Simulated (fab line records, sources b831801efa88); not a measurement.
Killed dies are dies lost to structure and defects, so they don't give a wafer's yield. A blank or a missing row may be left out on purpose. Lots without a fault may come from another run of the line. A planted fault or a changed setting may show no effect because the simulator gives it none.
fab line records | flow sky130
record lots=7 wafers=21 last_day=50
route steps=708 shown VIA1@461
lots that met no fault: from a run of the same line without faults
start_h: hours from the record's first day to the start of the lot's first wafer shown | wait_h: hours since the lot's step before | " the same as in the row above | L1.1+2: a row that stands for several wafers | - no value, or no start given | * or withheld: withheld | < > ~ a bound
route shown NAME@n: a module of which the file shows steps, and the number in the route of the first | usual: mean/standard deviation of fault-free wafers | same: alike in all rows | chamber/n: place in a boat | sites: the reading at each site | _std_site: their standard deviation | _edge_site: outer sites' mean less inner sites' | radius_mm: how far each site lies from the wafer's centre | mask NAME#n: copy n | behind: the tool/chamber that last shaped the wafer | hold: why the lot was held/for how many hours/how that ended | device: the transistor (n, p or np) that didn't switch | end of line: the same wafers' tests at the end of the route | a step without rows: its recipe alone | killed: dies lost to structure and defects at the first sort, not the wafer's yield | map: a wafer's dies, x killed, . not, _ none there
set.NAME: the setting as run; set.NAME@STEP: as run at that earlier step | model.NAME: the simulator's own value behind a step, which no gauge read
lots at some steps of the route; a table a step, a row a wafer
services: from which hour (start_h, from the record's first day; less than 0 if before it) a tool's chamber was out of use, for how many hours, and why
## steps
# step SKY_VIA1_BOW_MEAS_03
# recipe mode=bow
# usual VIA1_BOW=80/6.1
# columns lot.wafer tool chamber start_h wait_h VIA1_BOW[um]
L853.2 film_metro-02 - 833.33 0.2 75
L853.5 " - " " 91
L853.6 " - " " 84
L855.2 film_metro-03 - 842.73 0.2 81
L855.4 " - " " 85
L855.5 " - " " 73
L858.3 film_metro-02 - 854.69 0.3 75
L858.4 " - " " 86
L858.5 " - " " 92
L857.1 film_metro-04 - 861.67 0.1 68
L857.2 " - " " 81
L857.3 " - " " 79
L866.2 film_metro-04 - 930.88 0.2 85
L866.3 " - " " 83
L866.6 " - " " 82
L867.1 film_metro-03 - 939.15 0.2 82
L867.2 " - " " 81
L867.6 " - " " 76
L869.4 film_metro-03 - 958.85 0.3 82
L869.5 " - " " 86
L869.6 " - " " 79
# step SKY_VIA1_DEHYDRATE_04
# recipe temp_c=200 time_s=60
# step SKY_VIA1_HMDS_05
# recipe prime_time_s=60 prime_temp_c=120
# step SKY_VIA1_COAT_06
# recipe resist=BARC temp_c=withheld time_s=withheld spin_rpm=3000 resist_thk_nm=60
# step SKY_VIA1_COAT_07
# recipe resist=KrF-thick spin_rpm=3000 resist_thk_nm=450
# step SKY_VIA1_SOFTBAKE_08
# recipe temp_c=100 time_s=90 resist=KrF-thick
# step SKY_VIA1_EXPOSE_09
# recipe mask_id=VIM na=0.8 source_shape=annular sigma_inner=0.55 sigma_outer=0.85 target_cd_nm=150 dose_mj=38
# step SKY_VIA1_PEB_10
# recipe peb_temp_c=withheld peb_time_s=withheld resist=KrF-thick
# step SKY_VIA1_DEVELOP_11
# recipe develop_time_s=60 resist=KrF-thick dev_temp_c=21
# step SKY_VIA1_CD_MEAS_12
# recipe target_cd_nm=150
# usual cd_nm=149.0/1.8
# columns lot.wafer tool chamber start_h wait_h cd_nm
L853.2 cd_sem-01 - 858.95 - 146.5
L853.5 " - " " 146.3
L853.6 " - " " 146.9
L855.2 cd_sem-01 - 868.69 - 150.4
L855.4 " - " " 150.7
L855.5 " - " " 152.0
L858.3 cd_sem-01 - 880.66 - 153.6
L858.4 " - " " 151.3
L858.5 " - " " 152.4
L857.1 cd_sem-01 - 887.24 - 147.4
L857.2 " - " " 149.1
L857.3 " - " " 149.1
L866.2 cd_sem-02 - 954.68 - 147.7
L866.3 " - " " 146.3
L866.6 " - " " 146.9
L867.1 cd_sem-02 - 963.50 - 145.9
L867.2 " - " " 145.9
L867.6 " - " " 144.2
L869.4 cd_sem-01 - 983.26 - 150.8
L869.5 " - " " 150.4
L869.6 " - " " 149.3
# step SKY_VIA1_OVL_MEAS_13
# usual VIA1_OVL=-3/5.5
# columns lot.wafer tool chamber start_h wait_h VIA1_OVL[nm]
L853.2 overlay-02 - 859.06 0.1 -5
L853.5 " - " " -1
L853.6 " - " " 1
L855.2 overlay-02 - 868.80 0.1 -8
L855.4 " - " " -19
L855.5 " - " " -11
L858.3 overlay-01 - 880.76 0.1 -4
L858.4 " - " " 1
L858.5 " - " " 1
L857.1 overlay-01 - 887.36 0.1 3
L857.2 " - " " -3
L857.3 " - " " 0
L866.2 overlay-01 - 954.79 0.1 1
L866.3 " - " " 4
L866.6 " - " " -3
L867.1 overlay-01 - 963.62 0.1 -3
L867.2 " - " " -8
L867.6 " - " " -6
L869.4 overlay-01 - 983.34 0.1 1
L869.5 " - " " 4
L869.6 " - " " -6
# step SKY_VIA1_ETCH_14
# recipe chemistry=N2/H2 target=BARC ion_energy_ev=200 source_w=500 bias_w=100 pressure_mtorr=30 n2_flow_sccm=100 h2_flow_sccm=200 stop_on=SiO2 time_s=45.08 target_depth_a=600
# usual bias_w=100.0/0.33 chamber_pressure_mTorr=29.999/0.026 drypump_motor_current_A=5.5/0.45 oes_product_au=0.863/0.0042 throttle_valve_pct=13.225/0.01
# columns lot.wafer tool chamber start_h wait_h bias_w chamber_pressure_mTorr drypump_motor_current_A oes_product_au rf_hours_counter_h throttle_valve_pct
L853.2 rie_diel-03 3 859.09 0.0 99.9 30.017 5.7 0.865 2 13.203
L853.5 " 2 " " 99.6 30.032 5.4 0.867 - 13.243
L853.6 " 1 " " 99.6 29.988 4.6 0.865 - 13.233
L855.2 rie_diel-03 1 868.83 0.0 99.5 29.980 4.6 0.861 10 13.232
L855.4 " 2 " " 99.8 30.023 5.4 0.853 12 13.242
L855.5 " 1 " " 100.2 30.043 4.6 0.852 - 13.205
L858.3 rie_diel-03 0 880.78 0.0 100.4 30.005 6.1 0.863 5 13.223
L858.4 " 3 " " 100.3 29.957 5.8 0.864 2 13.227
L858.5 " 3 " " 100.1 30.006 5.8 0.865 - 13.235
L857.1 rie_diel-03 3 887.40 0.0 100.4 29.995 5.8 0.864 2 13.227
L857.2 " 1 " " 100.0 30.007 4.6 0.866 11 13.230
L857.3 " 2 " " 99.9 29.995 5.4 0.861 12 13.237
L866.2 rie_diel-01 0 954.82 0.0 99.5 29.980 5.4 0.853 3 13.215
L866.3 " 3 " " 100.4 30.002 5.0 0.857 6 13.209
L866.6 " 3 " " 100.0 30.008 5.0 0.852 - 13.230
L867.1 rie_diel-01 1 963.66 0.0 100.1 30.007 5.6 0.869 11 13.211
L867.2 " 2 " " 100.2 30.033 5.9 0.870 11 13.235
L867.6 " 0 " " 99.9 29.997 5.3 0.863 - 13.228
L869.4 rie_diel-03 0 983.36 0.0 99.7 29.994 6.1 0.869 8 13.220
L869.5 " 3 " " 99.4 30.002 5.8 0.857 - 13.224
L869.6 " 2 " " 99.5 30.007 5.4 0.859 - 13.219
# step SKY_VIA1_ETCH_15
# recipe target=SiO2 chemistry=C4F8/O2/Ar target_depth_nm=351 stop_on=TiN mask_material=KrF-thick source_w=1500 bias_w=1200 pressure_mtorr=40 c4f8_flow_sccm=withheld O2_flow_sccm=6 Ar_flow_sccm=300 time_s=54
# usual bias_w=1200/3.5 chamber_pressure_mTorr=40.00/0.035 oes_product_au=0.982/0.0049
# columns lot.wafer tool chamber start_h wait_h bias_w chamber_pressure_mTorr oes_product_au rf_hours_counter_h model.KrF-thick_of_VIA1_COAT_07.thk_nm
L853.2 rie_diel-03 3 859.13 0.0 1195 40.07 0.986 2 323.8
L853.5 " 2 " " 1202 39.96 0.978 - 326.1
L853.6 " 1 " " 1198 39.95 0.983 - 325.3
L855.2 rie_diel-03 1 868.87 0.0 - - - - 390.4
L855.4 " 2 " " - - - - 391.6
L855.5 " 1 " " - - - - 391.5
L858.3 rie_diel-03 0 880.82 0.0 - - - - 392.6
L858.4 " 3 " " - - - - 392.1
L858.5 " 3 " " - - - - 392.3
L857.1 rie_diel-03 3 887.44 0.0 - - - - 394
L857.2 " 1 " " - - - - 394
L857.3 " 2 " " - - - - 393.4
L866.2 rie_diel-01 0 954.86 0.0 1206 39.97 0.983 3 322.5
L866.3 " 3 " " 1197 40.02 0.980 6 321.2
L866.6 " 3 " " 1190 40.03 0.985 - 322.1
L867.1 rie_diel-01 1 963.70 0.0 1200 40.05 0.985 11 324.1
L867.2 " 2 " " 1203 39.99 0.977 11 323.7
L867.6 " 0 " " 1202 39.97 0.982 - 322.9
L869.4 rie_diel-03 0 983.40 0.0 1201 39.98 0.980 8 322.7
L869.5 " 3 " " 1200 39.99 0.985 - 321.5
L869.6 " 2 " " 1200 40.01 0.983 - 323.9
# step SKY_VIA1_STRIP_16
# recipe chemistry=O2/N2 power_w=1400 pressure_mtorr=1500 platen_temp_c=withheld o2_flow_sccm=3000 n2_flow_sccm=300 overash_fraction=0.5
# usual drypump_motor_current_A=5.67/0.2 oes_product_au=0.416/0.0047 strip_time_to_endpoint_s=4.462/0.02
# columns lot.wafer tool chamber start_h wait_h drypump_motor_current_A oes_product_au rf_hours_counter_h strip_time_to_endpoint_s
L853.2 plasma_asher-01 0 859.18 0.0 5.49 0.421 105 4.474
L853.5 " 1 " " 5.87 0.418 - 4.494
L853.6 " 0 " " 5.46 0.417 - 4.478
L855.2 plasma_asher-01 1 868.92 0.0 5.88 0.445 106 5.175
L855.4 " 0 " " 5.48 0.452 - 5.183
L855.5 " 1 " " 5.86 0.447 - 5.183
L858.3 plasma_asher-04 0 880.90 0.1 5.85 0.443 - 5.190
L858.4 " 1 " " 5.81 0.444 - 5.183
L858.5 " 1 " " 5.80 0.450 - 5.184
L857.1 plasma_asher-04 0 887.49 0.0 5.81 0.443 14 5.201
L857.2 " 1 " " 5.80 0.449 14 5.218
L857.3 " 0 " " 5.81 0.453 - 5.211
L866.2 plasma_asher-03 1 954.90 0.0 5.47 0.416 83 4.452
L866.3 " 0 " " 5.39 0.410 - 4.444
L866.6 " 0 " " 5.39 0.425 - 4.426
L867.1 plasma_asher-01 1 963.74 0.0 5.91 0.415 115 4.487
L867.2 " 0 " " 5.49 0.417 115 4.474
L867.6 " 0 " " 5.48 0.418 - 4.447
L869.4 plasma_asher-03 1 983.48 0.1 5.48 0.409 - 4.469
L869.5 " 0 " " 5.38 0.419 - 4.442
L869.6 " 1 " " 5.47 0.414 - 4.471
# step SKY_VIA1_STRIP_17
# recipe chemistry=post_etch_residue_remover time_s=1200 temp_c=72.5
## services
# columns tool chamber start_h hours kind
rie_diel-03 3 845.05 2.0 repair
plasma_asher-04 - 847.49 0.5 repair
rie_diel-01 - 863.41 0.3 repair
rie_diel-03 2 869.44 5.7 repair
rie_diel-03 1 891.68 16.5 repair
rie_diel-01 0 893.94 7.2 repair
plasma_asher-04 - 909.60 2.8 pm
plasma_asher-01 - 914.66 2.6 repair
## key
first_sign step=SKY_VIA1_ETCH_15 reading=tool_record direction=missing
effect step=SKY_VIA1_STRIP_16 reading=strip_time_to_endpoint_s direction=up sigmas=37 usual=* struck=*
model_effect step=SKY_VIA1_ETCH_15 value=KrF-thick_of_VIA1_COAT_07.thk_nm without=321.9 struck=392.4
met_at SKY_VIA1_ETCH_15
struck_wafers L855.2,L855.4,L855.5,L857.1,L857.2,L857.3,L858.3,L858.4,L858.5
later_rows_left_out L855.2,L855.4,L855.5,L857.1,L857.2,L857.3,L858.3,L858.4,L858.5
sort_left_out L855.2,L855.4,L855.5,L857.1,L857.2,L857.3,L858.3,L858.4,L858.5
onset_between 859.13 868.87
fault kind=skipped_step_whole tool=rie_diel-03 chamber=- onset_h=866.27 steps=SKY_VIA1_ETCH_15 scope=struck_lots_only
# sort_left_out: the simulated sort isn't trusted on such a fault, so these wafers' sort isn't shown, and their yield isn't known
# later_rows_left_out: the simulator's readings of these wafers behind a module that went badly wrong aren't trusted and aren't shown, but for the sort
